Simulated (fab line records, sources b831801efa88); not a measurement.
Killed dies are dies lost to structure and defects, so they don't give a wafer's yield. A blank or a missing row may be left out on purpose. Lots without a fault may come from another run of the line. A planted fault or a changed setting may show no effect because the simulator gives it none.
Problem report in the 8D (eight disciplines) form, filled by code | flow sfq_line | the parts of the form that need people (team, actions taken, sign-off) are left out

1. THE PROBLEM
thk_nm at SFQ_TRILAYER_I7_METRO_MEASURE_185 reads a mean of 220.3 nm on 9 wafers of 3 lots; wafers without a fault read 200.0 nm with a standard deviation of 0.89. That is +23 standard deviations from the usual mean.
First seen on wafer L909.1, day 69 04:11, on film_metro-04. The record holds 45 wafers of 15 lots with a number at this step. Rule for "out", or "out of limits": more than 4 standard deviations from the usual mean. The other wafers with a number count as sound.

2. WHAT IT IS AND WHAT IT IS NOT
question                    | is                           | is not
which readings at this step | thk_nm                       | -
which lots                  | L909, L910, L913             | L901, L902, L904, L905, L907, L911, L912, L918, L919, L920, L921, L922
which wafers of those lots  | all that have a number       | -
read on which tools         | film_metro-02, film_metro-04 | film_metro-03
when                        | from day 69 04:11            | up to then (18 sound wafers); but 18 sound wafers of L912, L918, L919, L920, L921, L922 came after

3. SUSPECTS, AND WHAT RULES EACH OUT
Counting: a tool at a process step up to the reading stays a suspect if it ran every lot that is out and no sound lot after the first of them.
- cmp-01 at SFQ_TRILAYER_I7_CMP_CMP_184 (polishes SiO2): ruled out as a lasting fault. Sound lots L922 ran on it after its first lot that is out, L909 (day 68 18:49).
Left after counting: nothing in the record.

4. THE CAUSE (what the simulator had put in)
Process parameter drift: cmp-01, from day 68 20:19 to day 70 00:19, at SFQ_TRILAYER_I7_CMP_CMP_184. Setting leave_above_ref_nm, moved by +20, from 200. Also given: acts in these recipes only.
Counting ruled it out, wrongly: the rule takes a fault to strike every lot that its tool runs from its start on, and this one did not.

5. THE CHAIN OF EFFECTS, in route order
Each row: a reading whose mean over the struck wafers that have a number lies more than 3 standard deviations from the usual. Only readings for which the record gives a usual standard deviation are gone through. hours: the time from each lot's start at the first step in this table that gives one to its start at this step, as a median over the lots. sigmas: the change in usual standard deviations.
hours | step                                  | reading        | usual      | on struck wafers | change | sigmas
0     | SFQ_TRILAYER_I7_METRO_MEASURE_185     | thk_nm         | 200.0 nm   | 220.3            | +20.3  | +23
66    | SFQ_TRILAYER_I7_VIA_ETCH_VIA_ETCH_190 | oes_product_au | 0.854 a.u. | 0.903            | +0.049 | +9.7
The process steps in it:
- SFQ_TRILAYER_I7_METRO_MEASURE_185
- SFQ_TRILAYER_I7_VIA_ETCH_VIA_ETCH_190: etches SiO2 in CHF3, stops on Nb, target depth 260 nm.

6. WHAT WOULD HAVE CAUGHT IT SOONER
In this record the first reading out of limits was taken at day 69 04:11, 8 hours after the fault began at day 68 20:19.
Of the tool readings at SFQ_TRILAYER_I7_CMP_CMP_184 for which the record gives a usual standard deviation, none was out on any struck wafer, so an alarm limit of 4 standard deviations on them would not have fired.
